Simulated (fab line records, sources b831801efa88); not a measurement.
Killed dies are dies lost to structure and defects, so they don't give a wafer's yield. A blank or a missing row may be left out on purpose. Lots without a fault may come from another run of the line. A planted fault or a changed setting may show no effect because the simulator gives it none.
fab line records | flow sky130
record lots=13 wafers=39 last_day=51
route steps=708 shown VIA1@470 METAL2@489 PAD_OPEN@708
lots that met no fault: from a run of the same line without faults
start_h: hours from the record's first day to the start of the lot's first wafer shown | wait_h: hours since the lot's step before | " the same as in the row above | L1.1+2: a row that stands for several wafers | - no value, or no start given | * or withheld: withheld | < > ~ a bound
route shown NAME@n: a module of which the file shows steps, and the number in the route of the first | usual: mean/standard deviation of fault-free wafers | same: alike in all rows | chamber/n: place in a boat | sites: the reading at each site | _std_site: their standard deviation | _edge_site: outer sites' mean less inner sites' | radius_mm: how far each site lies from the wafer's centre | mask NAME#n: copy n | behind: the tool/chamber that last shaped the wafer | hold: why the lot was held/for how many hours/how that ended | device: the transistor (n, p or np) that didn't switch | end of line: the same wafers' tests at the end of the route | a step without rows: its recipe alone | killed: dies lost to structure and defects at the first sort, not the wafer's yield | map: a wafer's dies, x killed, . not, _ none there
set.NAME: the setting as run; set.NAME@STEP: as run at that earlier step | model.NAME: the simulator's own value behind a step, which no gauge read
steps of the route over a sample of lots; a table a step, a row a wafer
services: from which hour (start_h, from the record's first day; less than 0 if before it) a tool's chamber was out of use, for how many hours, and why
## steps
# step SKY_VIA1_CD_MEAS_12
# recipe target_cd_nm=150
# usual cd_nm=150.0/1.7
# columns lot.wafer tool chamber start_h wait_h cd_nm
L419.2 cd_sem-01 - 826.73 - 148.6
L419.3 " - " " 149.2
L419.4 " - " " 148.3
L420.3 cd_sem-02 - 828.37 - 152.7
L420.4 " - " " 152.5
L420.6 " - " " 151.8
L422.1 cd_sem-02 - 840.77 - 151.6
L422.2 " - " " 151.1
L422.3 " - " " 151.4
L421.2 cd_sem-02 - 845.78 - 151.2
L421.5 " - " " 152.2
L421.6 " - " " 151.0
L423.1 cd_sem-02 - 849.68 - 149.1
L423.4 " - " " 149.4
L423.5 " - " " 148.3
L424.1 cd_sem-02 - 859.02 - 147.4
L424.5 " - " " 148.8
L424.6 " - " " 148.8
L425.3 cd_sem-01 - 869.30 - 149.4
L425.4 " - " " 150.5
L425.6 " - " " 151.5
L429.2 cd_sem-02 - 896.68 - 151.2
L429.3 " - " " 152.6
L429.4 " - " " 152.1
L436.2 cd_sem-02 - 942.08 - 150.8
L436.3 " - " " 150.5
L436.5 " - " " 147.5
L437.1 cd_sem-02 - 952.42 - 148.2
L437.2 " - " " 149.1
L437.6 " - " " 148.8
L441.1 cd_sem-01 - 968.96 - 150.9
L441.2 " - " " 150.6
L441.5 " - " " 149.0
L440.1 cd_sem-01 - 974.58 - 149.4
L440.2 " - " " 150.4
L440.4 " - " " 151.6
L442.1 cd_sem-01 - 978.88 - 151.4
L442.2 " - " " 148.7
L442.4 " - " " 148.4
# step SKY_VIA1_CVD_21
# recipe material=W target_thk_nm=270 time_s=80.902 temp_c=400 pressure_torr=40
# usual heater_power_w=823/60
# columns lot.wafer tool chamber start_h wait_h heater_power_w
L419.2 cvd_w-01 1 827.65 0.0 893
L419.3 " 0 " " 779
L419.4 " 1 " " 883
L420.3 cvd_w-01 1 829.30 0.1 882
L420.4 " 0 " " 778
L420.6 " 0 " " 735
L422.1 cvd_w-01 0 841.68 0.0 748
L422.2 " 1 " " 891
L422.3 " 0 " " 750
L421.2 cvd_w-01 0 846.66 0.0 753
L421.5 " 1 " " 889
L421.6 " 0 " " 743
L423.1 cvd_w-01 1 850.58 0.0 889
L423.4 " 1 " " 908
L423.5 " 1 " " 883
L424.1 cvd_w-02 0 859.95 0.0 863
L424.5 " 0 " " 890
L424.6 " 1 " " 767
L425.3 cvd_w-01 1 870.22 0.1 897
L425.4 " 0 " " 754
L425.6 " 1 " " 870
L429.2 cvd_w-01 1 897.92 0.0 876
L429.3 " 1 " " 879
L429.4 " 0 " " 786
L436.2 cvd_w-02 0 943.02 0.0 850
L436.3 " 0 " " 871
L436.5 " 1 " " 805
L437.1 cvd_w-02 1 953.42 0.0 779
L437.2 " 0 " " 869
L437.6 " 0 " " 883
L441.1 cvd_w-01 0 969.86 0.0 732
L441.2 " 1 " " 881
L441.5 " 0 " " 739
L440.1 cvd_w-01 0 975.59 0.0 760
L440.2 " 1 " " 866
L440.4 " 0 " " 757
L442.1 cvd_w-01 1 979.92 0.0 861
L442.2 " 0 " " 734
L442.4 " 1 " " 902
# step SKY_METAL2_THK_MEAS_06
# recipe thk_meas_gauge=xrf reads=AlCu_of_METAL2_SPUTTER_02
# usual METAL2_ALCU_THK=246/3
# columns lot.wafer tool chamber start_h wait_h METAL2_ALCU_THK[nm]
L419.2 film_metro-04 - 828.49 0.1 249
L419.3 " - " " 243
L419.4 " - " " 246
L420.3 film_metro-01 - 830.12 0.1 246
L420.4 " - " " 245
L420.6 " - " " 248
L422.1 film_metro-01 - 842.51 0.1 240
L422.2 " - " " 245
L422.3 " - " " 242
L421.2 film_metro-04 - 847.50 0.1 243
L421.5 " - " " 248
L421.6 " - " " 242
L423.1 film_metro-01 - 851.54 0.1 246
L423.4 " - " " 249
L423.5 " - " " 245
L424.1 film_metro-04 - 860.78 0.1 254
L424.5 " - " " 250
L424.6 " - " " 252
L425.3 film_metro-02 - 871.05 0.1 243
L425.4 " - " " 243
L425.6 " - " " 237
L429.2 film_metro-01 - 898.76 0.1 245
L429.3 " - " " 242
L429.4 " - " " 247
L436.2 film_metro-01 - 943.87 0.1 247
L436.3 " - " " 243
L436.5 " - " " 245
L437.1 film_metro-02 - 954.25 0.1 242
L437.2 " - " " 245
L437.6 " - " " 243
L441.1 film_metro-04 - 970.69 0.1 247
L441.2 " - " " 247
L441.5 " - " " 243
L440.1 film_metro-01 - 976.42 0.1 246
L440.2 " - " " 247
L440.4 " - " " 249
L442.1 film_metro-02 - 980.76 0.1 246
L442.2 " - " " 246
L442.4 " - " " 242
# step SKY_METAL2_SOFTBAKE_11
# recipe temp_c=100 time_s=90 resist=KrF-thick
# usual heater_power_total_W=57.35/0.11 run_length_s=119.25/0.2
# columns lot.wafer tool chamber start_h wait_h heater_power_total_W run_length_s
L419.2 litho_track-01 0 841 - 57.33 119.13
L419.3 " 0 842 - 57.25 119.14
L419.4 " 0 " " 57.29 119.03
L420.3 litho_track-01 0 844 - 57.28 119.04
L420.4 " 0 " " 57.18 118.94
L420.6 " 0 " " 57.42 119.27
L422.1 litho_track-01 0 855 - 57.34 119.13
L422.2 " 0 " " 57.45 119.30
L422.3 " 0 " " 57.53 119.02
L421.2 litho_track-02 0 860 - 57.35 119.12
L421.5 " 0 " " 57.45 119.00
L421.6 " 0 " " 57.23 119.06
L423.1 litho_track-02 0 864 - 57.14 119.13
L423.4 " 0 " " 57.50 119.13
L423.5 " 0 " " 57.39 119.06
L424.1 litho_track-03 0 874 - 57.15 119.48
L424.5 " 0 " " 57.27 119.67
L424.6 " 0 " " 57.35 119.31
L425.3 litho_track-03 0 883 - 57.31 119.40
L425.4 " 0 " " 57.22 119.37
L425.6 " 0 " " 57.32 119.46
L429.2 litho_track-03 0 911 - 57.19 119.32
L429.3 " 0 " " 57.15 119.59
L429.4 " 0 " " 57.42 126.81
L436.2 litho_track-01 0 956 - 57.44 119.02
L436.3 " 0 " " 57.18 119.12
L436.5 " 0 " " 57.27 119.14
L437.1 litho_track-02 0 966 - 57.31 119.03
L437.2 " 0 " " 57.14 119.03
L437.6 " 0 " " 57.37 119.04
L441.1 litho_track-02 0 982 - 57.25 119.10
L441.2 " 0 " " 57.26 119.39
L441.5 " 0 " " 57.44 119.29
L440.1 litho_track-01 0 987 - 57.50 119.09
L440.2 " 0 " " 57.27 119.08
L440.4 " 0 " " 57.31 119.07
L442.1 litho_track-01 0 992 - 57.48 119.02
L442.2 " 0 " " 57.56 119.00
L442.4 " 0 " " 57.58 119.15
# step SKY_PAD_OPEN_PROBE_99
# usual defect_limited_yield=82.1/2 killed_at_M0_to_M3=43/6.4 killed_at_M4_up=3.2/1.8 killed_at_contacts=25/5.5 killed_at_front_end=16/5.2 killed_at_other=0.3/0.49 killed_dies=88/10 killed_open=48/7 killed_short=40/7.1 sort_bin_3_pad_short=0.9/0.42 sort_bin_5_function=10.5/1.6 sort_bin_6_memory=6.5/1.2 sort_n_pass=404/10 sort_yield_pct=82.1/2
# same gross_dies=492 killed_at_back_side=0 sort_bin_4_leakage[%]=0 sort_bin_8_speed[%]=0
# columns lot.wafer tool chamber start_h wait_h defect_limited_yield[%] killed_at_M0_to_M3 killed_at_M4_up killed_at_contacts killed_at_front_end killed_at_other killed_dies killed_open killed_short sort_bin_3_pad_short[%] sort_bin_5_function[%] sort_bin_6_memory[%] sort_n_pass sort_yield_pct[%]
L420.3 prober-02 - 1104.30 0.2 82.7 53 3 16 13 0 85 54 31 0.2 11.8 5.3 407 82.7
L420.4 prober-02 - 1104.35 0.2 83.1 43 2 27 11 0 83 40 43 1.0 10.6 5.3 409 83.1
L420.6 prober-02 - 1104.45 0.2 84.3 32 5 18 22 0 77 45 32 0.8 8.9 5.9 415 84.3
L423.1 prober-01 - 1119.40 0.1 83.7 33 4 28 14 1 80 42 38 0.6 10.2 5.5 412 83.7
L423.4 prober-01 - 1119.55 0.2 83.9 40 2 22 15 0 79 40 39 0.4 10.4 5.3 413 83.9
L423.5 prober-01 - 1119.60 0.2 80.5 44 2 31 19 0 96 53 43 0.2 11.6 7.7 396 80.5
L429.2 prober-01 - 1160.83 0.1 84.3 34 0 22 21 0 77 42 35 1.0 7.9 6.7 415 84.3
L429.3 prober-01 - 1160.88 0.2 79.3 52 2 28 20 0 102 51 51 1.6 10.6 8.5 390 79.3
L429.4 prober-01 - 1160.93 0.2 77.4 40 2 37 31 1 111 58 53 1.2 12.0 9.3 381 77.4
L437.1 prober-02 - 1195.62 0.1 80.7 38 2 28 27 0 95 56 39 0.8 11.2 7.3 397 80.7
L437.2 prober-02 - 1195.67 0.1 79.5 57 1 26 17 0 101 51 50 1.0 10.6 8.9 391 79.5
L437.6 prober-02 - 1195.87 0.2 84.8 29 2 32 12 0 75 41 34 0.6 7.9 6.7 417 84.8
L440.1 prober-02 - 1210.25 0.1 85.8 33 2 22 13 0 70 35 35 1.4 6.5 6.3 422 85.8
L440.2 prober-02 - 1210.30 0.1 85.2 41 1 21 10 0 73 41 32 0.2 9.1 5.5 419 85.2
L440.4 prober-02 - 1210.40 0.2 83.9 40 1 21 17 0 79 51 28 0.6 9.8 5.7 413 83.9
L442.1 prober-01 - 1211.91 0.1 80.5 42 4 32 18 0 96 55 41 0.6 13.2 5.7 396 80.5
L442.2 prober-01 - 1211.96 0.1 76.4 45 6 32 32 1 116 50 66 1.6 14.2 7.7 376 76.4
L442.4 prober-01 - 1212.06 0.2 79.7 51 5 29 15 0 100 60 40 0.8 14.2 5.3 392 79.7
# killed by level:class
L420.3 VIA1:geometric_particle:open=15 VIA2:geometric_particle:open=9 VIA3:geometric_particle:open=7 LI_CONTACT:geometric_particle:open=5 POLY_GATE:geometric_particle:open=4 CONTACT:geometric_particle:open=4 METAL3:geometric_particle:short=4 POLY_GATE:geometric_particle:short=3
L420.4 VIA1:geometric_particle:open=10 VIA1:geometric_particle:short=9 LOCAL_INTERCONNECT:geometric_particle:short=9 LI_CONTACT:geometric_particle:open=8 CONTACT:geometric_particle:open=7 METAL1:geometric_particle:short=6 VIA3:geometric_particle:short=6 VIA2:geometric_particle:open=4
L420.6 VIA1:geometric_particle:open=15 LOCAL_INTERCONNECT:geometric_particle:short=8 POLY_GATE:geometric_particle:short=6 FIELD_ISO:geometric_particle:open=5 VIA3:geometric_particle:open=5 POLY_GATE:geometric_particle:open=4 LI_CONTACT:geometric_particle:open=4 CONTACT:geometric_particle:open=4
L423.1 CONTACT:geometric_particle:open=11 VIA1:geometric_particle:open=9 POLY_GATE:geometric_particle:short=6 VIA3:geometric_particle:open=6 LI_CONTACT:geometric_particle:open=5 METAL2:geometric_particle:short=5 LI_CONTACT:geometric_particle:short=4 CONTACT:geometric_particle:short=4
L423.4 VIA1:geometric_particle:open=11 CONTACT:geometric_particle:open=11 METAL1:geometric_particle:short=6 POLY_GATE:geometric_particle:short=5 VIA2:geometric_particle:open=5 METAL2:geometric_particle:short=5 LOCAL_INTERCONNECT:geometric_particle:short=4 CONTACT:geometric_particle:short=4
L423.5 VIA1:geometric_particle:open=10 LI_CONTACT:geometric_particle:open=9 CONTACT:geometric_particle:open=8 METAL1:geometric_particle:short=7 FIELD_ISO:geometric_particle:open=6 VIA1:geometric_particle:short=6 VIA3:geometric_particle:open=6 LI_CONTACT:geometric_particle:short=4
L429.2 CONTACT:geometric_particle:open=11 VIA1:geometric_particle:open=9 POLY_GATE:geometric_particle:short=7 FIELD_ISO:geometric_particle:open=6 METAL2:geometric_particle:short=6 FIELD_ISO:geometric_particle:short=5 VIA2:geometric_particle:open=5 LI_CONTACT:geometric_particle:open=4
L429.3 CONTACT:geometric_particle:open=10 VIA3:geometric_particle:open=10 METAL2:geometric_particle:short=10 POLY_GATE:geometric_particle:short=7 CONTACT:geometric_particle:short=7 POLY_GATE:geometric_particle:open=6 VIA1:geometric_particle:open=6 LI_CONTACT:geometric_particle:open=6
L429.4 CONTACT:geometric_particle:open=20 FIELD_ISO:geometric_particle:short=11 METAL2:geometric_particle:short=8 VIA1:geometric_particle:short=8 FIELD_ISO:geometric_particle:open=6 LI_CONTACT:geometric_particle:open=6 POLY_GATE:geometric_particle:short=6 POLY_GATE:geometric_particle:open=5
L437.1 VIA1:geometric_particle:open=15 CONTACT:geometric_particle:short=10 FIELD_ISO:geometric_particle:open=7 POLY_GATE:geometric_particle:open=7 CONTACT:geometric_particle:open=7 VIA2:geometric_particle:open=7 LI_CONTACT:geometric_particle:open=6 FIELD_ISO:geometric_particle:short=5
L437.2 VIA1:geometric_particle:open=13 VIA3:geometric_particle:open=10 METAL2:geometric_particle:short=10 VIA2:geometric_particle:open=9 LI_CONTACT:geometric_particle:short=6 CONTACT:geometric_particle:open=6 LI_CONTACT:geometric_particle:open=5 CONTACT:geometric_particle:short=5
L437.6 CONTACT:geometric_particle:open=15 VIA1:geometric_particle:open=7 LI_CONTACT:geometric_particle:open=6 CONTACT:geometric_particle:short=6 METAL3:geometric_particle:short=6 FIELD_ISO:geometric_particle:short=3 METAL2:geometric_particle:short=3 VIA2:geometric_particle:open=3
L440.1 FIELD_ISO:geometric_particle:open=6 CONTACT:geometric_particle:short=6 LI_CONTACT:geometric_particle:open=5 VIA1:geometric_particle:open=5 CONTACT:geometric_particle:open=4 METAL2:geometric_particle:short=4 VIA3:geometric_particle:short=4 METAL3:geometric_particle:short=4
L440.2 CONTACT:geometric_particle:open=8 VIA1:geometric_particle:open=8 METAL1:geometric_particle:short=7 VIA2:geometric_particle:open=7 VIA3:geometric_particle:open=6 LI_CONTACT:geometric_particle:short=5 METAL3:geometric_particle:short=4 VIA3:geometric_particle:short=4
L440.4 VIA2:geometric_particle:open=11 CONTACT:geometric_particle:open=9 FIELD_ISO:geometric_particle:open=7 LOCAL_INTERCONNECT:geometric_particle:short=5 METAL2:geometric_particle:open=5 METAL1:geometric_particle:short=4 LI_CONTACT:geometric_particle:open=4 VIA1:geometric_particle:open=4
L442.1 VIA1:geometric_particle:open=10 LI_CONTACT:geometric_particle:open=9 CONTACT:geometric_particle:open=9 CONTACT:geometric_particle:short=9 VIA2:geometric_particle:open=8 FIELD_ISO:geometric_particle:open=7 FIELD_ISO:geometric_particle:short=6 METAL2:geometric_particle:short=6
L442.2 FIELD_ISO:geometric_particle:short=13 LI_CONTACT:geometric_particle:open=12 METAL2:geometric_particle:short=9 VIA1:geometric_particle:open=9 POLY_GATE:geometric_particle:short=8 FIELD_ISO:geometric_particle:open=6 CONTACT:geometric_particle:short=6 CONTACT:geometric_particle:open=6
L442.4 CONTACT:geometric_particle:open=16 VIA1:geometric_particle:open=14 VIA2:geometric_particle:open=8 METAL2:geometric_particle:short=7 CONTACT:geometric_particle:short=6 VIA3:geometric_particle:open=6 VIA2:geometric_particle:short=5 POLY_GATE:geometric_particle:short=4
## services
# columns tool chamber start_h hours kind
cvd_w-01 1 812.49 4.5 repair
cvd_w-01 1 837.99 3.3 repair
cvd_w-01 0 851.19 5.7 repair
cvd_w-01 - 904.00 14.0 pm
cvd_w-01 0 904.00 14.0 vent_cycle
cvd_w-01 1 904.00 14.0 vent_cycle
cvd_w-01 0 918.00 - clean
cvd_w-01 1 918.00 - clean
cvd_w-01 - 931.59 0.4 repair
cvd_w-02 - 963.82 0.2 repair
## key
first_sign step=SKY_METAL2_SOFTBAKE_11 reading=run_length_s direction=up sigmas=38 usual=* struck=*
effect none on later readings
met_at SKY_METAL2_SOFTBAKE_11
struck_lots L429
struck_wafers L429.4
not_acting_at SKY_VIA1_CD_MEAS_12,SKY_VIA1_CVD_21,SKY_METAL2_THK_MEAS_06
onset_between 883 911
fault kind=process_parameter_drift tool=litho_track-03 chamber=- onset_h=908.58 steps=SKY_METAL2_SOFTBAKE_11 channel=time_s offset=* shape=step end_h=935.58 scope=struck_wafers_only acts_in=* stated=*
